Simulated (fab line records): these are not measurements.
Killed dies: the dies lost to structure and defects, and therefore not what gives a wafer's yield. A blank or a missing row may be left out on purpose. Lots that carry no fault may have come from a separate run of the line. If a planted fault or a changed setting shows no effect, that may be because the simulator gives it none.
Which tool did it? :: flow sky130 :: 42 wafers from 14 lots sampled at 4 of the route's 708 steps

== WHAT THE GAUGES READ, wafer by wafer ==
SKY_FIELD_ISO_THK_MEAS_02. Usual: FIELD_ISO_OXIDATION_00_THK typically reads 12.02 nm, with standard deviation 0.28.
lot: L143
measured: day 1 11:38
on: film_metro-02
FIELD_ISO_OXIDATION_00_THK (nm): 12.05 11.97 11.99
flag: 

lot: L145
measured: day 1 21:39
on: film_metro-01
FIELD_ISO_OXIDATION_00_THK (nm): 11.47 11.70 11.87
flag: 

lot: L146
measured: day 2 03:55
on: film_metro-01
FIELD_ISO_OXIDATION_00_THK (nm): 11.76 11.94 11.89
flag: 

lot: L149
measured: day 2 18:19
on: film_metro-03
FIELD_ISO_OXIDATION_00_THK (nm): 11.95 11.71 11.96
flag: 

lot: L150
measured: day 2 22:38
on: film_metro-02
FIELD_ISO_OXIDATION_00_THK (nm): 11.77 11.56 11.55
flag: 

lot: L151
measured: day 3 03:38
on: film_metro-03
FIELD_ISO_OXIDATION_00_THK (nm): 12.29 12.42 12.40
flag: 

lot: L152
measured: day 3 09:21
on: film_metro-02
FIELD_ISO_OXIDATION_00_THK (nm): 11.66 11.51 11.73
flag: 

lot: L153
measured: day 3 13:38
on: film_metro-03
FIELD_ISO_OXIDATION_00_THK (nm): 11.67 11.58 11.71
flag: 

lot: L154
measured: day 3 20:08
on: film_metro-02
FIELD_ISO_OXIDATION_00_THK (nm): 11.75 11.63 11.51
flag: 

lot: L161
measured: day 5 06:25
on: film_metro-03
FIELD_ISO_OXIDATION_00_THK (nm): 11.91 12.11 11.82
flag: 

lot: L163
measured: day 5 15:46
on: film_metro-02
FIELD_ISO_OXIDATION_00_THK (nm): 12.05 12.04 12.11
flag: 

lot: L164
measured: day 5 21:40
on: film_metro-01
FIELD_ISO_OXIDATION_00_THK (nm): 12.37 12.41 12.21
flag: 

lot: L165
measured: day 6 04:16
on: film_metro-01
FIELD_ISO_OXIDATION_00_THK (nm): 12.35 12.48 12.14
flag: 

lot: L166
measured: day 6 13:59
on: film_metro-01
FIELD_ISO_OXIDATION_00_THK (nm): 12.52 12.54 12.61
flag: 

SKY_DNWELL_TW_MEAS_09. Usual: DNWELL_TW typically reads 1113, with standard deviation 10.
lot: L143
measured: day 3 03:48
on: film_metro-04
DNWELL_TW: 1119 1108 1111
flag: 

lot: L145
measured: day 3 14:50
on: film_metro-03
DNWELL_TW: 1089 1092 1093
flag: 

lot: L146
measured: day 3 19:55
on: film_metro-04
DNWELL_TW: 1111 1121 1115
flag: 

lot: L149
measured: day 4 14:26
on: film_metro-02
DNWELL_TW: 1116 1117 1116
flag: 

lot: L150
measured: day 4 16:42
on: film_metro-03
DNWELL_TW: 1094 1091 1093
flag: 

lot: L151
measured: day 4 22:34
on: film_metro-02
DNWELL_TW: 1118 1120 1114
flag: 

lot: L161
measured: day 7 17:49
on: film_metro-03
DNWELL_TW: 1095 1094 1093
flag: 

lot: L163
measured: day 8 04:06
on: film_metro-02
DNWELL_TW: 1116 1113 1120
flag: 

lot: L164
measured: day 8 03:46
on: film_metro-04
DNWELL_TW: 1116 1114 1126
flag: 

lot: L165
measured: day 8 07:15
on: film_metro-03
DNWELL_TW: 1095 1095 1092
flag: 

lot: L166
measured: day 9 17:13
on: film_metro-04
DNWELL_TW: 1114 1114 1113
flag: 

SKY_VT_ADJUST_HVTP_OVL_MEAS_08. Usual: VT_ADJUST_HVTP_OVL typically reads 0.5 nm, with standard deviation 1.3.
lot: L143
measured: day 6 01:46
on: overlay-01
VT_ADJUST_HVTP_OVL (nm): -1.4 -1.3 -0.7
flag: 

lot: L145
measured: day 6 13:54
on: overlay-01
VT_ADJUST_HVTP_OVL (nm): -1.0 0.7 0.2
flag: 

lot: L146
measured: day 6 20:31
on: overlay-02
VT_ADJUST_HVTP_OVL (nm): -0.8 1.2 1.9
flag: 

lot: L149
measured: day 7 13:11
on: overlay-01
VT_ADJUST_HVTP_OVL (nm): 2.7 1.2 1.5
flag: 

lot: L150
measured: day 7 15:23
on: overlay-02
VT_ADJUST_HVTP_OVL (nm): 1.6 1.4 2.5
flag: 

lot: L151
measured: day 7 22:17
on: overlay-01
VT_ADJUST_HVTP_OVL (nm): 3.0 2.0 -0.3
flag: 

lot: L161
measured: day 11 08:18
on: overlay-02
VT_ADJUST_HVTP_OVL (nm): 2.5 1.2 0.9
flag: 

lot: L163
measured: day 11 21:53
on: overlay-02
VT_ADJUST_HVTP_OVL (nm): 1.0 1.5 -0.6
flag: 

lot: L164
measured: day 11 21:02
on: overlay-02
VT_ADJUST_HVTP_OVL (nm): -1.4 -0.6 0.5
flag: 

lot: L165
measured: day 12 00:52
on: overlay-02
VT_ADJUST_HVTP_OVL (nm): 1.9 0.8 4.0
flag: 

lot: L166
measured: day 13 16:01
on: overlay-02
VT_ADJUST_HVTP_OVL (nm): -0.2 0.2 0.2
flag: 

== EACH LOT AND THE TOOL THAT RAN IT (in order: tool; ch and the chambers of the sampled wafers; start) ==
lot: L143
SKY_FIELD_ISO_CMP_27: cmp-01 ch 0,2,3, day 2 09:10

lot: L145
SKY_FIELD_ISO_CMP_27: cmp-01 ch 1,2,3, day 2 20:21

lot: L146
SKY_FIELD_ISO_CMP_27: cmp-01 ch 0,2,3, day 3 01:32

lot: L149
SKY_FIELD_ISO_CMP_27: cmp-01 ch 0,1,3, day 3 18:25

lot: L150
SKY_FIELD_ISO_CMP_27: cmp-02 ch 0,2,3, day 3 20:56

lot: L151
SKY_FIELD_ISO_CMP_27: cmp-02 ch 0,2,3, day 4 02:41

lot: L152
SKY_FIELD_ISO_CMP_27: cmp-02 ch 1,3, day 4 09:15

lot: L153
SKY_FIELD_ISO_CMP_27: cmp-02 ch 0,2, day 4 13:56

lot: L154
SKY_FIELD_ISO_CMP_27: cmp-01 ch 0,2, day 4 20:31

lot: L161
SKY_FIELD_ISO_CMP_27: cmp-02 ch 0,1,2, day 6 19:47

lot: L163
SKY_FIELD_ISO_CMP_27: cmp-01 ch 0,1,2, day 7 03:31

lot: L164
SKY_FIELD_ISO_CMP_27: cmp-01 ch 0,1,3, day 7 03:55

lot: L165
SKY_FIELD_ISO_CMP_27: cmp-02 ch 0,2,3, day 7 09:50

lot: L166
SKY_FIELD_ISO_CMP_27: cmp-02 ch 0,1,3, day 8 17:16
- SKY_FIELD_ISO_CMP_27: polishes, stops on Si3N4, t overpolish 16 s, target thk 457.8 nm.

== WHAT THE TOOLS THEMSELVES READ (means of the sampled wafers that have a number; where no wafer has one, the mark that the record gives instead) ==
SKY_FIELD_ISO_CMP_27. Usual: edge_zone_pressure_frac 0.999, standard deviation 0.005; head_pressure_psi 4.000 psi, standard deviation 0.0078; motor_current_A 11.9 A, standard deviation 1; overpolish_run_s 15.999 s, standard deviation 0.009; time_to_endpoint_s 115 s, standard deviation 4.6.
lot: L143
tool: cmp-01
edge_zone_pressure_frac: 0.997
head_pressure_psi (psi): 3.998
motor_current_A (A): 12.6
overpolish_run_s (s): 16.001
time_to_endpoint_s (s): 117
flag: 

lot: L145
tool: cmp-01
edge_zone_pressure_frac: 1.004
head_pressure_psi (psi): 3.995
motor_current_A (A): 12.4
overpolish_run_s (s): 16.000
time_to_endpoint_s (s): 118
flag: 

lot: L146
tool: cmp-01
edge_zone_pressure_frac: 1.001
head_pressure_psi (psi): 3.997
motor_current_A (A): 12.7
overpolish_run_s (s): 16.009
time_to_endpoint_s (s): 117
flag: 

lot: L149
tool: cmp-01
edge_zone_pressure_frac: 1.001
head_pressure_psi (psi): 4.000
motor_current_A (A): 11.3
overpolish_run_s (s): 15.996
time_to_endpoint_s (s): 120
flag: 

lot: L150
tool: cmp-02
edge_zone_pressure_frac: 0.999
head_pressure_psi (psi): 4.001
motor_current_A (A): 12.1
overpolish_run_s (s): 16.003
time_to_endpoint_s (s): 119
flag: 

lot: L151
tool: cmp-02
edge_zone_pressure_frac: 1.000
head_pressure_psi (psi): 4.005
motor_current_A (A): 11.8
overpolish_run_s (s): 15.996
time_to_endpoint_s (s): 111
flag: 

lot: L152
tool: cmp-02
edge_zone_pressure_frac: -
head_pressure_psi (psi): -
motor_current_A (A): -
overpolish_run_s (s): -
time_to_endpoint_s (s): -
flag: OFF

lot: L153
tool: cmp-02
edge_zone_pressure_frac: -
head_pressure_psi (psi): -
motor_current_A (A): -
overpolish_run_s (s): -
time_to_endpoint_s (s): -
flag: OFF

lot: L154
tool: cmp-01
edge_zone_pressure_frac: -
head_pressure_psi (psi): -
motor_current_A (A): -
overpolish_run_s (s): -
time_to_endpoint_s (s): -
flag: OFF

lot: L161
tool: cmp-02
edge_zone_pressure_frac: 0.997
head_pressure_psi (psi): 4.010
motor_current_A (A): 11.8
overpolish_run_s (s): 16.003
time_to_endpoint_s (s): 107
flag: 

lot: L163
tool: cmp-01
edge_zone_pressure_frac: 1.000
head_pressure_psi (psi): 3.994
motor_current_A (A): 12.4
overpolish_run_s (s): 16.002
time_to_endpoint_s (s): 117
flag: 

lot: L164
tool: cmp-01
edge_zone_pressure_frac: 0.994
head_pressure_psi (psi): 3.999
motor_current_A (A): 11.1
overpolish_run_s (s): 16.006
time_to_endpoint_s (s): 122
flag: 

lot: L165
tool: cmp-02
edge_zone_pressure_frac: 0.996
head_pressure_psi (psi): 4.007
motor_current_A (A): 11.6
overpolish_run_s (s): 16.001
time_to_endpoint_s (s): 110
flag: 

lot: L166
tool: cmp-02
edge_zone_pressure_frac: 0.998
head_pressure_psi (psi): 4.005
motor_current_A (A): 11.3
overpolish_run_s (s): 15.999
time_to_endpoint_s (s): 112
flag: 

== THE ANSWER, worked out from the rows above alone ==
Rule: lot off if the mean of its wafers having a number is beyond 3 standard deviations from the usual mean. A lot without any number at a reading at which 4 lots or more have one is off too. Any other lot the step has rows for is counted as sound. The gauges are gone through in route order, then the tools' own readings, and for those a lot's mean is taken as printed above. At the first step where some lot is off, the reading lying furthest off is the one used; lots without a number count as furthest.
Off: L152, L153, L154 (SKY_FIELD_ISO_CMP_27, edge_zone_pressure_frac). Without a number there: L152, L153, L154.
If a tool, at that step or one of the process steps before it, ran each lot that is off and ran no sound lot following the first of them, it fits. None of those tried fits.

== WHAT HAD BEEN PUT IN BY THE SIMULATOR ==
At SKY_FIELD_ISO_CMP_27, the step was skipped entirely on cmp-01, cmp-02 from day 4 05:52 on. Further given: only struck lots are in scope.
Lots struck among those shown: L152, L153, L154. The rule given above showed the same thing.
